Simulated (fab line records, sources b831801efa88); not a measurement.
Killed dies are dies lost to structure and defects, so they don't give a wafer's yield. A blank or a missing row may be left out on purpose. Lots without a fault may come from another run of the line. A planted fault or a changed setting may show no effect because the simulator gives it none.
Which tool did it? | flow sky130 | 6 lots, 18 wafers sampled, at 3 steps of a route of 708

WHAT THE GAUGES READ, wafer by wafer
SKY_VIA2_BOW_MEAS_03.
lot  | measured     | on            | VIA2_BOW (um)
L982 | day 35 03:52 | film_metro-01 | 82 91 109
L984 | day 35 17:50 | film_metro-03 | 96 107 92
L988 | day 37 16:59 | film_metro-01 | 78 98 81
L990 | day 37 23:09 | film_metro-03 | 91 73 96
L994 | day 39 13:30 | film_metro-03 | 62 90 93
L101 | day 40 20:58 | film_metro-04 | 72 81 80

WHICH TOOL RAN EACH LOT (tool, then ch and the chambers of the sampled wafers, then the start)
lot  | SKY_LDD_N_EXPOSE_04                 | SKY_METAL1_STRIP_20
L982 | iline_stepper-01 ch 0, day 16 18:56 | plasma_asher-01 ch 0,1, day 32 17:55
L984 | iline_stepper-01 ch 0, day 17 11:14 | plasma_asher-03 ch 0,1, day 33 09:11
L988 | iline_stepper-01 ch 0, day 19 18:29 | plasma_asher-01 ch 1, day 35 08:13
L990 | iline_stepper-02 ch 0, day 20 01:35 | plasma_asher-02 ch 0,1, day 35 15:16
L994 | iline_stepper-01 ch 0, day 22 01:08 | plasma_asher-02 ch 0,1, day 37 08:13
L101 | iline_stepper-02 ch 0, day 23 15:17 | plasma_asher-02 ch 0,1, day 38 15:30
- SKY_LDD_N_EXPOSE_04: exposes mask NTM, target cd 840 nm.
- SKY_METAL1_STRIP_20: strips in O2/N2.

THE ANSWER, worked out from the rows above alone
Rule: what is usual is taken from the lots themselves. Put in order of their means at a reading, lots are off if they are a third of the lots or fewer, leave a main group of 4 or more, and stand apart from it by a gap of 3 or more times the standard deviation of the main group's means; of several such gaps the widest counts. A main group whose means are all the same, to the digits that the tables above print for the reading, isn't used. A lot without any number at a reading at which 4 lots or more have one is off too. The other lots that the step has rows for count as sound.
No lot is off at any reading shown: from this, nothing can be told.

WHAT THE SIMULATOR HAD PUT IN
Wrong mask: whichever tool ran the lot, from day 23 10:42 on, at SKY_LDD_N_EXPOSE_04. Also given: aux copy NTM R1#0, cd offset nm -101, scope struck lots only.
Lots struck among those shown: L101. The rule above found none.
